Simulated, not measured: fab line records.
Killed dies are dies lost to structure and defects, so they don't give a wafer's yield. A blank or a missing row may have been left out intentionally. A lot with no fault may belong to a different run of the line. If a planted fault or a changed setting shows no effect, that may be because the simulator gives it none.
What tool caused it? + flow gf180mcu + 72 wafers from 24 lots sampled at 4 of the route's 602 steps

WHAT EACH GAUGE READ, for each wafer
GF_CONTACT_RS_MEAS_25: a four-point-probe measurement. Usual: for CONTACT_W_RS the level is 0.382 ohm/sq and the standard deviation is 0.0072.
| lot  | measured     | on            | CONTACT_W_RS (ohm/sq) | flag |
|------|--------------|---------------|-----------------------|------|
| L074 | day 15 07:31 | film metro-03 | 0.380 0.387 0.388     |      |
| L075 | day 15 13:11 | film metro-02 | 0.382 0.390 0.377     |      |
| L076 | day 16 07:19 | film metro-04 | 0.383 0.381 0.382     |      |
| L077 | day 16 09:17 | film metro-03 | 0.387 0.390 0.393     |      |
| L078 | day 16 15:35 | film metro-03 | 0.383 0.385 0.388     |      |
| L079 | day 17 00:23 | film metro-03 | 0.388 0.386 0.375     |      |
| L080 | day 19 19:47 | film metro-04 | 0.390 0.394 0.389     |      |
| L081 | day 19 23:21 | film metro-04 | 0.389 0.392 0.391     |      |
| L082 | day 20 02:22 | film metro-04 | 0.368 0.372 0.368     |      |
| L084 | day 20 03:16 | film metro-03 | 0.391 0.390 0.388     |      |
| L083 | day 20 06:37 | film metro-02 | 0.382 0.380 0.387     |      |
| L085 | day 20 08:39 | film metro-02 | 0.376 0.378 0.376     |      |
| L086 | day 20 10:07 | film metro-02 | 0.375 0.374 0.376     |      |
| L087 | day 20 23:55 | film metro-02 | 0.374 0.382 0.373     |      |
| L088 | day 21 21:55 | film metro-03 | 0.371 0.375 0.382     |      |
| L089 | day 21 23:52 | film metro-02 | 0.377 0.375 0.376     |      |
| L090 | day 22 06:24 | film metro-04 | 0.391 0.393 0.389     |      |
| L091 | day 22 18:31 | film metro-03 | 0.380 0.383 0.381     |      |
| L092 | day 23 05:29 | film metro-02 | 0.388 0.385 0.383     |      |
| L094 | day 23 21:13 | film metro-03 | 0.374 0.372 0.373     |      |
| L093 | day 23 22:20 | film metro-02 | 0.394 0.384 0.391     |      |
| L095 | day 24 06:20 | film metro-04 | 0.382 0.386 0.389     |      |
| L097 | day 24 18:20 | film metro-03 | 0.380 0.384 0.384     |      |
| L096 | day 24 19:13 | film metro-04 | 0.379 0.381 0.368     |      |

GF_V1_CD_MEAS_14 targets a cd of 260 nm. Usual: cd nm 260.0 nm, standard deviation 1.1.
| lot  | measured     | on        | cd nm (nm)        | flag |
|------|--------------|-----------|-------------------|------|
| L074 | day 17 05:47 | cd sem-01 | 259.5 259.0 260.9 |      |
| L075 | day 17 11:02 | cd sem-01 | 258.4 259.7 258.4 |      |
| L076 | day 18 08:39 | cd sem-01 | 259.9 259.3 260.4 |      |
| L077 | day 18 10:20 | cd sem-02 | 259.6 259.6 259.5 |      |
| L078 | day 18 16:34 | cd sem-02 | 259.2 259.6 259.6 |      |
| L079 | day 19 03:09 | cd sem-02 | 260.6 259.6 260.4 |      |
| L080 | day 21 22:24 | cd sem-02 | 259.4 259.7 261.8 |      |
| L081 | day 22 02:19 | cd sem-01 | 257.8 258.0 258.3 |      |
| L082 | day 22 04:46 | cd sem-01 | 262.0 260.9 261.9 |      |
| L084 | day 22 05:44 | cd sem-02 | 260.5 261.2 261.5 |      |
| L083 | day 22 08:26 | cd sem-01 | 261.3 259.3 259.1 |      |
| L085 | day 22 10:41 | cd sem-02 | 261.0 260.7 259.5 |      |
| L086 | day 22 12:05 | cd sem-01 | 260.9 261.0 261.0 |      |
| L087 | day 23 01:05 | cd sem-02 | 259.4 258.2 258.4 |      |
| L088 | day 23 21:17 | cd sem-01 | 260.0 259.3 260.9 |      |
| L089 | day 24 00:06 | cd sem-01 | 261.5 260.2 261.0 |      |
| L090 | day 24 05:20 | cd sem-01 | 259.7 260.9 259.4 |      |
| L091 | day 24 16:53 | cd sem-02 | 260.6 259.1 258.4 |      |
| L092 | day 25 02:49 | cd sem-02 | 260.2 258.8 259.7 |      |
| L094 | day 25 17:35 | cd sem-01 | 259.5 260.5 258.5 |      |
| L093 | day 25 19:17 | cd sem-01 | 259.5 260.3 258.4 |      |
| L095 | day 26 02:44 | cd sem-02 | 260.3 259.8 260.5 |      |
| L097 | day 26 13:08 | cd sem-02 | 260.5 261.1 261.4 |      |
| L096 | day 26 14:15 | cd sem-01 | 262.0 262.2 261.7 |      |

TOOL THAT RAN EACH LOT (tool first, then ch and the chambers of the sampled wafers, then the start)
| lot  | GF_HV_LDD_STRIP_22                   | GF_CONTACT_STRIP_18                  |
|------|--------------------------------------|--------------------------------------|
| L074 | plasma asher-03 ch 0,1, day 10 01:15 | plasma asher-02 ch 0,1, day 15 07:01 |
| L075 | plasma asher-03 ch 0,1, day 10 07:35 | plasma asher-02 ch 0,1, day 15 12:40 |
| L076 | plasma asher-02 ch 1, day 10 22:36   | plasma asher-02 ch 1, day 16 06:48   |
| L077 | plasma asher-03 ch 0,1, day 10 23:33 | plasma asher-02 ch 0,1, day 16 08:45 |
| L078 | plasma asher-04 ch 0, day 11 07:06   | plasma asher-02 ch 0,1, day 16 15:04 |
| L079 | plasma asher-03 ch 0,1, day 11 14:39 | plasma asher-03 ch 0,1, day 16 23:52 |
| L080 | plasma asher-04 ch 0,1, day 13 21:19 | plasma asher-04 ch 0,1, day 19 19:15 |
| L081 | plasma asher-03 ch 0,1, day 14 00:17 | plasma asher-02 ch 0,1, day 19 22:51 |
| L082 | plasma asher-04 ch 0,1, day 14 03:31 | plasma asher-02 ch 0,1, day 20 01:52 |
| L084 | plasma asher-03 ch 0,1, day 14 04:16 | plasma asher-03 ch 0,1, day 20 02:39 |
| L083 | plasma asher-02 ch 0,1, day 14 06:19 | plasma asher-03 ch 0,1, day 20 06:01 |
| L085 | plasma asher-04 ch 0,1, day 14 08:05 | plasma asher-04 ch 0,1, day 20 08:09 |
| L086 | plasma asher-03 ch 0, day 14 08:23   | plasma asher-03 ch 1, day 20 09:36   |
| L087 | plasma asher-04 ch 0,1, day 14 20:44 | plasma asher-03 ch 0,1, day 20 23:25 |
| L088 | plasma asher-04 ch 0,1, day 15 17:01 | plasma asher-04 ch 0,1, day 21 21:24 |
| L089 | plasma asher-02 ch 0,1, day 15 17:19 | plasma asher-02 ch 0,1, day 21 23:21 |
| L090 | plasma asher-02 ch 0,1, day 16 01:22 | plasma asher-02 ch 0,1, day 22 05:54 |
| L091 | plasma asher-03 ch 0,1, day 16 12:38 | plasma asher-03 ch 0,1, day 22 17:54 |
| L092 | plasma asher-03 ch 0,1, day 16 22:20 | plasma asher-03 ch 0,1, day 23 04:52 |
| L094 | plasma asher-02 ch 0,1, day 17 15:25 | plasma asher-02 ch 0,1, day 23 20:42 |
| L093 | plasma asher-03 ch 0,1, day 17 16:11 | plasma asher-02 ch 0,1, day 23 21:49 |
| L095 | plasma asher-04 ch 0,1, day 18 00:14 | plasma asher-03 ch 0,1, day 24 05:48 |
| L097 | plasma asher-03 ch 0,1, day 18 13:32 | plasma asher-02 ch 0,1, day 24 17:49 |
| L096 | plasma asher-02 ch 0,1, day 18 14:20 | plasma asher-04 ch 0,1, day 24 18:42 |
- GF_HV_LDD_STRIP_22: strips in O2/N2.
- GF_CONTACT_STRIP_18: strips in O2/N2.

AS READ BY THE TOOLS THEMSELVES (means over the sampled wafers that have a number; for cases with no such wafer, the mark the record gives instead)
GF_HV_LDD_STRIP_22. Usual: drypump motor current A 5.6 A, standard deviation 0.3; heater power w 297 W, standard deviation 41; n2 flow sccm 300.3 sccm, standard deviation 0.92; oes product au 0.716 a.u., standard deviation 0.0049; strip time to endpoint s 12.64 s, standard deviation 0.035.
| lot  | tool            | drypump motor current A (A) | heater power w (W) | n2 flow sccm (sccm) | oes product au (a.u.) | strip time to endpoint s (s) | flag |
|------|-----------------|-----------------------------|--------------------|---------------------|-----------------------|------------------------------|------|
| L074 | plasma asher-03 | 5.5                         | 259                | 299.7               | 0.716                 | 12.61                        |      |
| L075 | plasma asher-03 | 5.7                         | 257                | 300.1               | 0.714                 | 12.71                        |      |
| L076 | plasma asher-02 | 6.2                         | 332                | 301.0               | 0.712                 | 12.69                        |      |
| L077 | plasma asher-03 | 5.5                         | 258                | 300.5               | 0.716                 | 12.64                        |      |
| L078 | plasma asher-04 | 5.2                         | 369                | 300.5               | 0.717                 | 12.66                        |      |
| L079 | plasma asher-03 | 5.5                         | 261                | 299.7               | 0.712                 | 12.60                        |      |
| L080 | plasma asher-04 | 5.5                         | 326                | 301.0               | 0.713                 | 12.57                        |      |
| L081 | plasma asher-03 | 5.7                         | 261                | 300.9               | 0.721                 | 12.63                        |      |
| L082 | plasma asher-04 | 5.5                         | 327                | 300.3               | 0.713                 | 12.64                        |      |
| L084 | plasma asher-03 | 5.7                         | 259                | 301.4               | 0.719                 | 12.61                        |      |
| L083 | plasma asher-02 | 6.0                         | 325                | 300.2               | 0.714                 | 12.62                        |      |
| L085 | plasma asher-04 | 5.5                         | 329                | 299.5               | 0.715                 | 12.64                        |      |
| L086 | plasma asher-03 | 5.8                         | 252                | 300.8               | 0.709                 | 12.64                        |      |
| L087 | plasma asher-04 | 5.4                         | 344                | 300.4               | 0.718                 | 12.66                        |      |
| L088 | plasma asher-04 | 5.5                         | 332                | 299.7               | 0.712                 | 12.68                        |      |
| L089 | plasma asher-02 | 6.0                         | 320                | 300.9               | 0.715                 | 12.61                        |      |
| L090 | plasma asher-02 | 6.0                         | 323                | 300.3               | 0.716                 | 12.64                        |      |
| L091 | plasma asher-03 | 5.6                         | 260                | 300.9               | 0.721                 | 12.63                        |      |
| L092 | plasma asher-03 | 5.6                         | 260                | 299.2               | 0.713                 | 12.68                        |      |
| L094 | plasma asher-02 | 6.0                         | 322                | 301.2               | 0.718                 | 12.63                        |      |
| L093 | plasma asher-03 | 5.7                         | 259                | 300.4               | 0.719                 | 12.62                        |      |
| L095 | plasma asher-04 | 5.4                         | 352                | 302.4               | 0.713                 | 12.66                        |      |
| L097 | plasma asher-03 | 5.5                         | 259                | 299.8               | 0.709                 | 12.65                        |      |
| L096 | plasma asher-02 | 6.0                         | 324                | 300.1               | 0.715                 | 12.63                        |      |

GF_CONTACT_STRIP_18. Usual: drypump motor current A 5.8 A, standard deviation 0.3; heater power w 302 W, standard deviation 35; n2 flow sccm 300.0 sccm, standard deviation 0.93; oes product au 0.580 a.u., standard deviation 0.0049.
| lot  | tool            | drypump motor current A (A) | heater power w (W) | n2 flow sccm (sccm) | oes product au (a.u.) | flag |
|------|-----------------|-----------------------------|--------------------|---------------------|-----------------------|------|
| L074 | plasma asher-02 | 5.9                         | 315                | 299.8               | 0.583                 |      |
| L075 | plasma asher-02 | 6.0                         | 316                | 300.9               | 0.579                 |      |
| L076 | plasma asher-02 | 6.2                         | 332                | 300.3               | 0.584                 |      |
| L077 | plasma asher-02 | 6.0                         | 318                | 299.6               | 0.579                 |      |
| L078 | plasma asher-02 | 5.9                         | 316                | 299.2               | 0.582                 |      |
| L079 | plasma asher-03 | 5.7                         | 260                | 299.8               | 0.582                 |      |
| L080 | plasma asher-04 | 5.4                         | 346                | 299.7               | 0.582                 |      |
| L081 | plasma asher-02 | 6.1                         | 323                | 299.5               | 0.578                 |      |
| L082 | plasma asher-02 | 6.0                         | 317                | 300.5               | 0.579                 |      |
| L084 | plasma asher-03 | 5.5                         | 261                | 299.6               | 0.576                 |      |
| L083 | plasma asher-03 | 5.5                         | 257                | 300.2               | 0.577                 |      |
| L085 | plasma asher-04 | 5.4                         | 341                | 300.2               | 0.579                 |      |
| L086 | plasma asher-03 | 5.4                         | 260                | 300.1               | 0.581                 |      |
| L087 | plasma asher-03 | 5.6                         | 257                | 300.9               | 0.581                 |      |
| L088 | plasma asher-04 | 5.5                         | 326                | 300.5               | 0.581                 |      |
| L089 | plasma asher-02 | 6.0                         | 320                | 300.0               | 0.580                 |      |
| L090 | plasma asher-02 | 6.0                         | 316                | 300.5               | 0.579                 |      |
| L091 | plasma asher-03 | 5.5                         | 257                | 299.8               | 0.578                 |      |
| L092 | plasma asher-03 | 5.6                         | 258                | 299.9               | 0.578                 |      |
| L094 | plasma asher-02 | 5.9                         | 316                | 299.8               | 0.583                 |      |
| L093 | plasma asher-02 | 6.0                         | 319                | 299.6               | 0.575                 |      |
| L095 | plasma asher-03 | 5.5                         | 259                | 299.4               | 0.582                 |      |
| L097 | plasma asher-02 | 6.1                         | 319                | 299.1               | 0.577                 |      |
| L096 | plasma asher-04 | 5.3                         | 344                | 301.0               | 0.579                 |      |

THE ANSWER, worked out from the rows above alone
Rule: a lot counts as off when the mean over its wafers that have a number is more than 3 standard deviations away from the usual mean. Also off: a lot with no number at a reading for which 4 or more lots have one. All remaining lots with rows at the step are treated as sound. The gauges are gone through in route order, then the tools' own readings, and for those a lot's mean is taken as printed above. The first step at which some lot is off is used, and at that step the reading that is off furthest; a lot without a number counts as furthest.
No lot is off at any reading shown: from this, nothing can be told.

WHAT THE SIMULATOR HAD INSERTED
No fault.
